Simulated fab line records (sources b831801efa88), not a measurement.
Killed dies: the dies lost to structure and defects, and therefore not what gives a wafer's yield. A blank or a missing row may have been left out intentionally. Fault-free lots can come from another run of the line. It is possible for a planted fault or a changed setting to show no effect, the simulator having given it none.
Problem report in the 8D (eight disciplines) form, filled by code ; flow sky130 ; the parts of the form that need people (team, actions taken, sign-off) are left out

1. WHAT WENT WRONG
SONOS_ONO_CVD_04_THK at SKY_SONOS_ONO_THK_MEAS_05 reads a mean of 5.27 nm on 3 wafers of 1 lot; wafers without a fault read 5.76 nm with a standard deviation of 0.096. That is -5.1 standard deviations from the usual mean.
Earliest sighting: wafer L233.3 on filmMetro-03 at day 17 19:41. Wafers with a number at this step in the record: 39, from 13 lots. The rule behind "out" and "out of limits": a value lying over 4 standard deviations away from the usual mean. The rest of the wafers with a number are treated as sound.

2. WHAT IT IS AND WHAT IT IS NOT
question;is;is not
which readings at this step;SONOS_ONO_CVD_04_THK;-
which lots;L233;L215, L216, L217, L219, L220, L221, L222, L225, L226, L227, L228, L232
which wafers of those lots;all that have a number;-
read on which gauges;filmMetro-03;filmMetro-02, filmMetro-04
when;from day 17 19:41;up to then (36 sound wafers)

3. SUSPECTS, AND WHAT RULES EACH OUT
Counting: a tool stays on the suspect list if, at a process step up to the reading, it processed all lots that are out and no sound lot following the first of them.
- the gauge at SKY_SONOS_ONO_THK_MEAS_05: kept. All the wafers that are out were read on filmMetro-03, and no step on other tools shows them out.
- lpcvd-03 at SKY_SONOS_ONO_CVD_04 (deposits SiO2 from SiH4/N2O, target thk 5.7199 nm): kept. It ran the lot that is out, L233 (day 17 18:25), and no sound lot after that; its last sound lot up to then is L232 (day 17 08:47).
The count leaves filmMetro-03 at SKY_SONOS_ONO_THK_MEAS_05 and lpcvd-03 at SKY_SONOS_ONO_CVD_04.

4. THE CAUSE (what the simulator had put in)
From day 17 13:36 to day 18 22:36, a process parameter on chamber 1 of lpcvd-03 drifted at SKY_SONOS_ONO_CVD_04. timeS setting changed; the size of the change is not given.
This tool is one of the 2 suspects left after counting.

5. THE CHAIN OF EFFECTS, in route order
Rows list readings where the struck wafers' mean (over those with a number) sits beyond 3 standard deviations from the usual. Scope: only readings with a usual standard deviation given in the record; hours: median across lots of the time from each lot's start at the first step in this table that gives one to its start at this step; sigmas: change in usual standard deviations.
hours;step;reading;usual;on struck wafers;change;sigmas
0;SKY_SONOS_ONO_THK_MEAS_05;SONOS_ONO_CVD_04_THK;5.76 nm;5.27;-0.49;-5.1

6. WHAT WOULD HAVE CAUGHT IT SOONER
Counted from the fault's start at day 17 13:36, it took 6 hours until the first out-of-limits reading at a measuring or inspecting step in this record, taken at day 17 19:41.
An alarm limit of 4 standard deviations would not have fired on the tool readings at SKY_SONOS_ONO_CVD_04 for which the record gives a usual standard deviation, since none of them was out on any struck wafer.
By day 17 19:41 the whole set of lots that are out, 1 in number, had already begun SKY_SONOS_ONO_CVD_04 on lpcvd-03. Tool hold at that time: it would have spared none of them.
